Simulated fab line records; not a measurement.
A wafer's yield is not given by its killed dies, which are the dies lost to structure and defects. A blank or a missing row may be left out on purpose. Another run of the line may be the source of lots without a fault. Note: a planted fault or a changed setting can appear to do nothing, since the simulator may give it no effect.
Comparing a struck lot with a sound one :: flow sky130 :: 20 steps out of a route of 708
Sound: the wafers L750.2, L750.4, L750.6. Wafers L755.1, L755.4, L755.5 were the ones struck. The cause comes at the end.
For every step that has rows: the tool of each side, followed by ch and its chambers, followed by its first start. Under that, the readings that differ: sound wafers :: struck wafers :: difference of the means :: sigmas: that difference in standard deviations of wafers without a fault.
alike: readings whose means differ by less than 2 such deviations, and words and numbers that are the same on both sides. not compared: withheld readings, readings that some wafer has no value for, bounds like >300 that may hide the same value, and numbers for which the record gives no deviation and whose values overlap.
Wherever a step has rows on one side only, a row that says differs or no value, or a row with sigmas, the two part there. Non-overlapping numbers with no deviation appear without sigmas and do not part them. A reading missing from all wafers of one side parts the sides only when that side holds two or more wafers.

SKY_PASSIVATION_THK_MEAS_03:
  struck on film_metro-01, day 48 20:31; sound on film_metro-02, day 47 18:31
  alike: PASSIVATION_CVD_02_THK
then, 7 steps without rows for these wafers: SKY_PASSIVATION_DEHYDRATE_04 (time 60 s); SKY_PASSIVATION_HMDS_05 (prime time 60 s); SKY_PASSIVATION_COAT_06 (resist thk 3000 nm); SKY_PASSIVATION_SOFTBAKE_07; SKY_PASSIVATION_EXPOSE_08 (exposes mask NSM, target cd 3000 nm); SKY_PASSIVATION_PEB_09; SKY_PASSIVATION_DEVELOP_10 (develop time 60 s).
SKY_PASSIVATION_ETCH_11: etches the open film in CF4/O2, stops on AlCu, target depth 725 nm, time 161.1 s.
  sound on rie_diel-03 ch 0,2, day 48 13:37; struck on rie_diel-04 ch 1,2, day 49 13:43
  alike: drypump_motor_current_A, oes_product_au, throttle_valve_pct
  not compared: rf_hours_counter_h
SKY_PASSIVATION_STRIP_12: strips in O2/N2.
  sound on plasma_asher-03 ch 0,1, day 48 13:43; struck on plasma_asher-03 ch 1, day 49 13:49
  alike: drypump_motor_current_A, oes_product_au, strip_time_to_endpoint_s
  not compared: rf_hours_counter_h
then, 2 steps without rows for these wafers: SKY_PAD_OPEN_DEHYDRATE_00 (time 60 s); SKY_PAD_OPEN_HMDS_01 (prime time 60 s).
SKY_PAD_OPEN_COAT_02: resist thk 3000 nm.
  sound on litho_track-02 ch 0, day 48 22:08; struck on litho_track-02 ch 0, day 49 21:52
reading: spin_speed_rpm (rpm)
sound: 1999.0 1999.6 1998.9
struck: 2040.0 2040.7 2041.2
difference: +41.5
sigmas: +30

reading: model.coat_of_PAD_OPEN_COAT_02.thk_nm (nm)
sound: 3013 3001 3006
struck: 2966 2965 2965
difference: -41
sigmas: 
  alike: chill_plate_temp_C
then, 3 steps without rows for these wafers: SKY_PAD_OPEN_SOFTBAKE_03; SKY_PAD_OPEN_EXPOSE_04 (exposes mask PDM, target cd 60000 nm); SKY_PAD_OPEN_PEB_05.
SKY_PAD_OPEN_DEVELOP_06: develop time 60 s.
  sound: litho_track-04 ch 0; struck: litho_track-04 ch 0
reading: model.coat_of_PAD_OPEN_COAT_02.thk_nm (nm)
sound: 3012 3000 3005
struck: 2965 2964 2964
difference: -41
sigmas: 
  alike: chill_plate_temp_C
SKY_PAD_OPEN_ETCH_07: etches the open film in CF4/O2, stops on AlCu, target depth 725 nm, time 161.1 s.
  sound on rie_diel-03 ch 1,2,3, day 49 07:25; struck on rie_diel-04 ch 0,2,3, day 50 06:55
  alike: drypump_motor_current_A, oes_product_au, throttle_valve_pct
  not compared: rf_hours_counter_h
SKY_PAD_OPEN_STRIP_08: strips in O2/N2.
  sound on plasma_asher-01 ch 0,1, day 49 07:31; struck on plasma_asher-01 ch 0,1, day 50 07:01
reading: strip_time_to_endpoint_s (s)
sound: 37.21 37.10 37.11
struck: 36.64 36.64 36.63
difference: -0.50
sigmas: -4
  alike: drypump_motor_current_A, oes_product_au
  not compared: rf_hours_counter_h
then, 1 step without rows for these wafers: SKY_PAD_OPEN_STRIP_09 (strips in post etch residue remover, time 1200 s).

## WHERE THEY PART
Earliest at SKY_PAD_OPEN_COAT_02; latest, in this record, at SKY_PAD_OPEN_STRIP_08.

WHY: whatever the simulator had introduced
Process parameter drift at SKY_PAD_OPEN_COAT_02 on litho_track-02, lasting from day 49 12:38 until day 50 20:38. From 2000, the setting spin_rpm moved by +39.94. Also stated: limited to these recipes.
